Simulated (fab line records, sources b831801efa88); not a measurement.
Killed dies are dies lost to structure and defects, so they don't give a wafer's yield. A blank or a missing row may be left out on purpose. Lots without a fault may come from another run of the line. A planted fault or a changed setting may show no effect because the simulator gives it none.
Problem report in the 8D (eight disciplines) form, filled by code | flow sky130 | the parts of the form that need people (team, actions taken, sign-off) are left out

1. THE PROBLEM
beam_on_s at SKY_LDD_N_IMPLANT_11 reads a mean of 11.99 s on 3 wafers of 3 lots; wafers without a fault read 10.01 s with a standard deviation of 0.2. That is +9.9 standard deviations from the usual mean.
First seen on wafer L548.2, day 20 23:22, on implanter-01. The record holds 36 wafers of 13 lots with a number at this step. Rule for "out", or "out of limits": more than 4 standard deviations from the usual mean. The other wafers with a number count as sound.

2. WHAT IT IS AND WHAT IT IS NOT
question                    | is                            | is not
which readings at this step | beam_on_s, faraday_current_uA | -
which lots                  | L548, L551, L552              | L541, L543, L544, L545, L546, L557, L558, L561, L562, L563
which wafers of those lots  | L548.2, L551.1, L552.1        | L548.4, L551.3, L552.4
read on which tools         | implanter-01                  | implanter-03, implanter-04
when                        | from day 20 23:22             | up to then (16 sound wafers); but 17 sound wafers of L551, L552, L557, L558, L561, L562, L563 came after

3. SUSPECTS, AND WHAT RULES EACH OUT
Counting: a tool at a process step up to the reading stays a suspect if it ran every lot that is out. Sound lots after the first of them don't rule it out here, since some wafers of a struck lot are sound.
- implanter-01 at SKY_LDD_N_IMPLANT_11: kept. It ran every lot that is out, first L548 (day 20 23:22); its last sound lot up to then is L546 (day 19 23:44). Its own readings are out on those wafers: beam_on_s, faraday_current_uA.
Left after counting: implanter-01 at SKY_LDD_N_IMPLANT_11.

4. THE CAUSE (what the simulator had put in)
Process parameter drift: implanter-01, from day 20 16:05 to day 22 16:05, at SKY_LDD_N_IMPLANT_11. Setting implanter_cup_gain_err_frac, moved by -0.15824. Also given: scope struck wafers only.
Counting left only this tool.

5. THE CHAIN OF EFFECTS, in route order
Each row: a reading whose mean over the struck wafers that have a number lies more than 3 standard deviations from the usual. Only readings for which the record gives a usual standard deviation are gone through. hours: the time from each lot's start at the first step in this table that gives one to its start at this step, as a median over the lots. sigmas: the change in usual standard deviations.
hours | step                 | reading            | usual   | on struck wafers | change | sigmas
0     | SKY_LDD_N_IMPLANT_11 | beam_on_s          | 10.01 s | 11.99            | +1.98  | +9.9
0     | SKY_LDD_N_IMPLANT_11 | faraday_current_uA | 422     | 352              | -70    | -8.3
The process steps in it:
- SKY_LDD_N_IMPLANT_11
Later measuring or inspecting steps at which every struck wafer that the step has a row for has a number for every such reading, and none has moved that far: SKY_LDD_P_CD_MEAS_07.

6. WHAT WOULD HAVE CAUGHT IT SOONER
In this record the first reading out of limits was taken at day 20 23:22, 7 hours after the fault began at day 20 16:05.
